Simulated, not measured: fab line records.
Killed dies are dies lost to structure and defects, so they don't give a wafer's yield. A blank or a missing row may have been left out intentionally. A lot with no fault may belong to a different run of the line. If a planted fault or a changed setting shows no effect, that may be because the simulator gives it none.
A struck lot beside a sound one + flow sky130 + 14 steps out of a route of 708
Sound: the wafers L253.3, L253.4, L253.6. Wafers L244.2, L244.4, L244.6 were the ones struck. The cause comes at the end.
Each step with rows lists, per side, the tool, then ch with its chambers, then its first start. Under that, the readings that differ: sound wafers + struck wafers + difference of the means + sigmas: that difference in standard deviations of wafers without a fault.
alike: same words and numbers on both sides, and readings whose means sit less than 2 such deviations apart. not compared: any withheld reading, any reading some wafer has no value for, any bound like >300 that may hide the same value, and any number with overlapping values for which the record gives no deviation.
Wherever a step has rows on one side only, a row that says differs or no value, or a row with sigmas, the two part there. Numbers that have no deviation but don't overlap get no sigmas and don't part them. A reading missing from all wafers of one side parts the sides only when that side holds two or more wafers.

SKY_METAL3_SPUTTER_04: material TiN, target thk 70 nm, time 58.3 s.
  sound on pvdSputter-04 at day 43 23:23; struck on pvdSputter-03 at day 41 06:23
  alike: chamberPressurePa, throttleValvePct
SKY_CAPM_CVD_00: deposits SiO2, target thk 15.5 nm.
  sound on pecvd-02 ch 0,1,2, day 43 23:26; struck on pecvd-03 ch 0,2, day 41 06:26
  alike: heaterPowerW
SKY_CAPM_THK_MEAS_01:
  sound on filmMetro-04 at day 43 23:28; struck on filmMetro-03 at day 41 06:28
| reading              | sound             | struck            | difference | sigmas |
|----------------------|-------------------|-------------------|------------|--------|
| CAPM_CVD_00_THK (nm) | 14.94 15.30 15.25 | 15.36 15.96 15.69 | +0.51      | +2     |
SKY_CAPM_SPUTTER_02: material TiN, target thk 200 nm, time 166.7 s.
  sound on pvdSputter-01 at day 43 23:31; struck on pvdSputter-01 at day 41 06:31
  alike: chamberPressurePa, throttleValvePct
SKY_CAPM_RS_MEAS_03: measurement is done with a four-point probe.
  sound on filmMetro-04 at day 43 23:40; struck on filmMetro-03 at day 41 06:39
  alike: CAPM_TIN_RS
SKY_CAPM_THK_MEAS_04: measures by xrf.
  sound on filmMetro-04 at day 43 23:46; struck on filmMetro-03 at day 41 06:46
  alike: CAPM_TIN_THK
then, 6 steps without rows for these wafers: SKY_CAPM_DEHYDRATE_05 (time 60 s); SKY_CAPM_HMDS_06 (prime time 60 s); SKY_CAPM_COAT_07 (resist thk 1140 nm); SKY_CAPM_SOFTBAKE_08 (time 60 s); SKY_CAPM_EXPOSE_09 (exposes mask CAPM, target cd 1000 nm); SKY_CAPM_PEB_10.
SKY_CAPM_DEVELOP_11: develop time 60 s.
  struck on lithoTrack-03, day 42 08:13; sound on lithoTrack-01 ch 0, day 44 22:24
  no value came back on the struck wafers for chillPlateTempC (C), developTimeS (s); on the sound wafers chillPlateTempC (C) reads 23.17 23.09 23.15
SKY_CAPM_OVL_MEAS_12:
  sound on overlay-01 at day 44 22:31; struck on overlay-02 at day 42 08:21
| reading       | sound       | struck | difference                    | sigmas |
|---------------|-------------|--------|-------------------------------|--------|
| CAPM_OVL (nm) | 0.8 0.5 2.4 | - - -  | no value on the struck wafers |        |

## WHERE THEY PART
Earliest at SKY_CAPM_THK_MEAS_01; latest, in this record, at SKY_CAPM_OVL_MEAS_12.

WHY: the cause the simulator had injected
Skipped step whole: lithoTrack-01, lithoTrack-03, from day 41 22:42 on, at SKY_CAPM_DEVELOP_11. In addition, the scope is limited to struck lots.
